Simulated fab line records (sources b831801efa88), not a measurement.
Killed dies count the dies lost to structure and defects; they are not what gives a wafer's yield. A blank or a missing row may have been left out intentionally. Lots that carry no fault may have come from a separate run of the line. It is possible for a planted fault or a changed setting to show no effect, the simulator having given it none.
Chamber matching + flow sfq-line + SFQ_TRILAYER_I0_CMP_CMP_028 on cmp-02: 4 sister chambers
The step polishes SiO2. 8 wafers are shown with their chamber, then 7 later ones without.

== WAFERS WITH THEIR CHAMBER ==
| wafer  | chamber | motor-current-A (A) | time-to-endpoint-s (s) |
|--------|---------|---------------------|------------------------|
| L421.5 | 2       | 9.9                 | 218                    |
| L423.5 | 0       | 9.0                 | 226                    |
| L424.2 | 0       | 8.8                 | 220                    |
| L424.6 | 2       | 9.9                 | 231                    |
| L430.1 | 1       | 11.1                | 209                    |
| L430.3 | 3       | 12.2                | 215                    |
| L432.4 | 3       | 12.1                | 219                    |
| L432.3 | 1       | 10.2                | 203                    |

== WAFERS WITHOUT THEIR CHAMBER ==
| wafer  | motor-current-A (A) | time-to-endpoint-s (s) |
|--------|---------------------|------------------------|
| L432.5 | 12.4                | 210                    |
| L440.2 | 10.0                | 210                    |
| L440.5 | 12.7                | 217                    |
| L440.6 | 10.0                | 217                    |
| L444.1 | 10.0                | 214                    |
| L444.4 | 10.3                | 219                    |
| L444.6 | 10.7                | 217                    |

== CHAMBER TAKEN BY EACH ==
| wafer  | from the rows above          | in truth |
|--------|------------------------------|----------|
| L432.5 | 3                            | 3        |
| L440.2 | can't be placed: 1 or 2 or 0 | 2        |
| L440.5 | 3                            | 3        |
| L440.6 | can't be placed: 2 or 1      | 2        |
| L444.1 | can't be placed: 2 or 1 or 0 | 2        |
| L444.4 | can't be placed: 2 or 1      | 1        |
| L444.6 | can't be placed: 1 or 2      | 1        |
Correctly placed: 2 of 7. Unplaceable from these rows: 5, with the true chamber sitting among the candidates in 5. 0 placed wrongly.
How it was worked out, from the rows above alone: a wafer's distance from a chamber is the root of the sum, over the readings, of the square of ((its reading less the chamber's mean) divided by the reading's scatter). If the next closest chamber is less than 2 further off than the closest, the wafer can't be placed; otherwise it belongs to the closest. Each chamber's mean is taken over the wafers shown for it. How the scatter is found: for the shown wafers, subtract from each reading the mean of its chamber, square and add these, divide the total by (wafers less chambers), then take the root.
